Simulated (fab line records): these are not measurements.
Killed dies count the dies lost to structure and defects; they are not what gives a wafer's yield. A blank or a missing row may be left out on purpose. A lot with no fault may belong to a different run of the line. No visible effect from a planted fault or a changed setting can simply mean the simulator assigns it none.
The tool behind it: which one? / flow sky130 / Sampling: 12 lots, 36 wafers, 3 of 708 route steps

== WHAT EACH GAUGE READ, for each wafer ==
SKY_VT_ADJUST_LVTN_OVL_MEAS_07. Usual: VT_ADJUST_LVTN_OVL typically reads 0.1 nm, with standard deviation 1.4.
lot=L790; measured=day 7 02:32; on=overlay-01; VT_ADJUST_LVTN_OVL (nm)=0.3 0.1 -2.0; flag=
lot=L794; measured=day 8 07:29; on=overlay-01; VT_ADJUST_LVTN_OVL (nm)=-2.2 -3.6 -0.2; flag=
lot=L793; measured=day 8 07:33; on=overlay-01; VT_ADJUST_LVTN_OVL (nm)=-0.3 -0.2 -1.3; flag=
lot=L796; measured=day 9 11:55; on=overlay-01; VT_ADJUST_LVTN_OVL (nm)=-1.0 0.7 -2.2; flag=
lot=L798; measured=day 9 14:20; on=overlay-01; VT_ADJUST_LVTN_OVL (nm)=-0.2 -1.1 -2.4; flag=
lot=L800; measured=day 10 02:49; on=overlay-01; VT_ADJUST_LVTN_OVL (nm)=1.6 -0.1 0.8; flag=
lot=L802; measured=day 10 09:35; on=overlay-02; VT_ADJUST_LVTN_OVL (nm)=2.4 0.8 1.3; flag=
lot=L803; measured=day 10 11:35; on=overlay-01; VT_ADJUST_LVTN_OVL (nm)=-0.2 0.5 1.4; flag=
lot=L810; measured=day 12 10:31; on=overlay-02; VT_ADJUST_LVTN_OVL (nm)=1.8 0.5 -0.2; flag=
lot=L809; measured=day 12 11:11; on=overlay-02; VT_ADJUST_LVTN_OVL (nm)=3.2 0.7 1.8; flag=
lot=L812; measured=day 12 19:31; on=overlay-01; VT_ADJUST_LVTN_OVL (nm)=-1.3 -1.6 -1.5; flag=
lot=L813; measured=day 13 06:55; on=overlay-01; VT_ADJUST_LVTN_OVL (nm)=2.2 -0.6 0.6; flag=

SKY_SONOS_TUNNEL_TW_MEAS_12. Usual: SONOS_TUNNEL_TW typically reads 198.3, with standard deviation 1.8.
lot=L790; measured=day 11 16:16; on=film metro-04; SONOS_TUNNEL_TW=200.0 199.4 200.1; flag=
lot=L794; measured=day 13 02:54; on=film metro-03; SONOS_TUNNEL_TW=196.6 196.2 194.9; flag=
lot=L793; measured=day 13 04:49; on=film metro-02; SONOS_TUNNEL_TW=201.0 201.4 200.4; flag=
lot=L796; measured=day 14 12:13; on=film metro-04; SONOS_TUNNEL_TW=197.8 198.2 198.6; flag=
lot=L798; measured=day 14 16:26; on=film metro-02; SONOS_TUNNEL_TW=200.8 201.1 201.7; flag=
lot=L800; measured=day 15 04:42; on=film metro-03; SONOS_TUNNEL_TW=197.5 197.0 198.1; flag=
lot=L802; measured=day 15 13:24; on=film metro-02; SONOS_TUNNEL_TW=159.4 160.5 161.1; flag=OFF
lot=L803; measured=day 15 16:36; on=film metro-03; SONOS_TUNNEL_TW=157.5 158.6 159.0; flag=OFF
lot=L810; measured=day 18 01:03; on=film metro-03; SONOS_TUNNEL_TW=197.5 196.2 196.7; flag=
lot=L809; measured=day 18 01:34; on=film metro-03; SONOS_TUNNEL_TW=197.6 196.9 197.6; flag=
lot=L812; measured=day 18 12:33; on=film metro-03; SONOS_TUNNEL_TW=197.7 197.1 197.6; flag=
lot=L813; measured=day 19 02:14; on=film metro-03; SONOS_TUNNEL_TW=194.9 194.8 194.3; flag=

== TOOL THAT RAN EACH LOT (tool first, then ch and the chambers of the sampled wafers, then the start) ==
lot=L790; SKY_SONOS_TUNNEL_IMPLANT_09=implanter-03 ch 0, day 11 15:55
lot=L794; SKY_SONOS_TUNNEL_IMPLANT_09=implanter-04 ch 0, day 13 02:31
lot=L793; SKY_SONOS_TUNNEL_IMPLANT_09=implanter-04 ch 0, day 13 04:28
lot=L796; SKY_SONOS_TUNNEL_IMPLANT_09=implanter-01 ch 0, day 14 11:34
lot=L798; SKY_SONOS_TUNNEL_IMPLANT_09=implanter-03 ch 0, day 14 16:02
lot=L800; SKY_SONOS_TUNNEL_IMPLANT_09=implanter-04 ch 0, day 15 04:19
lot=L802; SKY_SONOS_TUNNEL_IMPLANT_09=implanter-04 ch 0, day 15 13:01
lot=L803; SKY_SONOS_TUNNEL_IMPLANT_09=implanter-04 ch 0, day 15 16:10
lot=L810; SKY_SONOS_TUNNEL_IMPLANT_09=implanter-01 ch 0, day 18 00:38
lot=L809; SKY_SONOS_TUNNEL_IMPLANT_09=implanter-03 ch 0, day 18 01:08
lot=L812; SKY_SONOS_TUNNEL_IMPLANT_09=implanter-01 ch 0, day 18 11:58
lot=L813; SKY_SONOS_TUNNEL_IMPLANT_09=implanter-04 ch 0, day 19 01:50
- SKY_SONOS_TUNNEL_IMPLANT_09

== AS READ BY THE TOOLS THEMSELVES (means over the sampled wafers that have a number; for cases with no such wafer, the mark the record gives instead) ==
SKY_SONOS_TUNNEL_IMPLANT_09. Usual: dose ions cm2 9.999e+11, standard deviation 9.8e+08; faraday current uA 5.65, standard deviation 0.1.
lot=L790; tool=implanter-03; dose ions cm2=9.996e+11; faraday current uA=5.67; flag=
lot=L794; tool=implanter-04; dose ions cm2=9.982e+11; faraday current uA=5.62; flag=
lot=L793; tool=implanter-04; dose ions cm2=1.000e+12; faraday current uA=5.64; flag=
lot=L796; tool=implanter-01; dose ions cm2=9.999e+11; faraday current uA=5.59; flag=
lot=L798; tool=implanter-03; dose ions cm2=9.999e+11; faraday current uA=5.71; flag=
lot=L800; tool=implanter-04; dose ions cm2=1.000e+12; faraday current uA=5.62; flag=
lot=L802; tool=implanter-04; dose ions cm2=4.472e+11; faraday current uA=2.51; flag=OFF
lot=L803; tool=implanter-04; dose ions cm2=4.470e+11; faraday current uA=2.52; flag=OFF
lot=L810; tool=implanter-01; dose ions cm2=9.998e+11; faraday current uA=5.74; flag=
lot=L809; tool=implanter-03; dose ions cm2=9.999e+11; faraday current uA=5.66; flag=
lot=L812; tool=implanter-01; dose ions cm2=9.997e+11; faraday current uA=5.64; flag=
lot=L813; tool=implanter-04; dose ions cm2=9.993e+11; faraday current uA=5.67; flag=

== THE ANSWER, worked out from the rows above alone ==
Rule: a lot is off if the mean of its wafers that have a number lies more than 3 standard deviations from the usual mean. A lot without any number at a reading at which 4 lots or more have one is off too. The other lots that the step has rows for count as sound. The gauges are gone through in route order, then the tools' own readings, and for those a lot's mean is taken as printed above. The first step at which some lot is off is used, and at that step the reading that is off furthest; a lot without a number counts as furthest.
Off: L802, L803, seen at SKY_SONOS_TUNNEL_TW_MEAS_12 (SONOS_TUNNEL_TW).
If a tool, at a process step before that reading, ran all the lots that are off and no sound lot after the first of them, it fits. Not tried: the gauges at SKY_SONOS_TUNNEL_TW_MEAS_12; whatever is off there is also off at SKY_SONOS_TUNNEL_IMPLANT_09, on other tools, and gauge error can't account for it. Of those tried, none fits.

== WHAT WAS PUT IN BY THE SIMULATOR ==
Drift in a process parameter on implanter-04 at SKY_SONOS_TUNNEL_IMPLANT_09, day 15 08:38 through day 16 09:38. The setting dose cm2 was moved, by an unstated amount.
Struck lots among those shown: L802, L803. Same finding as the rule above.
